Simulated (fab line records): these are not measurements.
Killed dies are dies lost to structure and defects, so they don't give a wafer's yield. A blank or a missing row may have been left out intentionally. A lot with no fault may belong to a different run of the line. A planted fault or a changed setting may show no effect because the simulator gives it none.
Which tool is to blame? | flow gf180mcu | 13 lots (39 wafers sampled), 1 step of a 602-step route

== WHAT THE GAUGES SHOWED, per wafer ==
GF_V5_OVL_MEAS_15.
lot  | measured     | on         | V5_OVL (nm)
L923 | day 27 07:48 | overlay-02 | 0 0 -3
L924 | day 27 13:29 | overlay-02 | -4 -4 0
L925 | day 28 00:31 | overlay-02 | -5 2 -4
L926 | day 28 09:13 | overlay-02 | -2 -6 -2
L927 | day 28 13:16 | overlay-02 | 5 -10 -7
L928 | day 29 02:50 | overlay-02 | 0 3 3
L929 | day 29 08:22 | overlay-02 | -8 -4 -3
L930 | day 29 14:15 | overlay-02 | 12 6 2
L931 | day 29 19:06 | overlay-02 | 2 3 4
L932 | day 30 02:44 | overlay-01 | -3 -2 -6
L933 | day 30 11:13 | overlay-01 | -8 -6 -7
L934 | day 30 17:43 | overlay-02 | 2 -3 4
L944 | day 33 02:14 | overlay-02 | 1 -3 -2

== TOOL THAT RAN EACH LOT (tool first, then ch and the chambers of the sampled wafers, then the start) ==
The record holds no process step before these readings.

== AS READ BY THE TOOLS THEMSELVES (means over the sampled wafers that have a number; for cases with no such wafer, the mark the record gives instead) ==
The record holds no such reading with a usual standard deviation.

== THE ANSWER, worked out from the rows above alone ==
Rule: the usual values come from the lots themselves. Put in order of their means at a reading, lots are off if they are a third of the lots or fewer, leave a main group of 4 or more, and stand apart from it by a gap of 3 or more times the standard deviation of the main group's means; of several such gaps the widest counts. A main group is skipped when, at the precision printed for the reading in the tables above, its means are all equal. A lot without any number at a reading at which 4 lots or more have one is off too. Any other lot the step has rows for is counted as sound. First the gauges in route order, then the tools' own readings, where a lot's mean is used as printed above. At the first step where some lot is off, the reading lying furthest off is the one used; lots without a number count as furthest.
No lot is off at any reading shown: from this, nothing can be told.

== WHAT WAS PUT IN BY THE SIMULATOR ==
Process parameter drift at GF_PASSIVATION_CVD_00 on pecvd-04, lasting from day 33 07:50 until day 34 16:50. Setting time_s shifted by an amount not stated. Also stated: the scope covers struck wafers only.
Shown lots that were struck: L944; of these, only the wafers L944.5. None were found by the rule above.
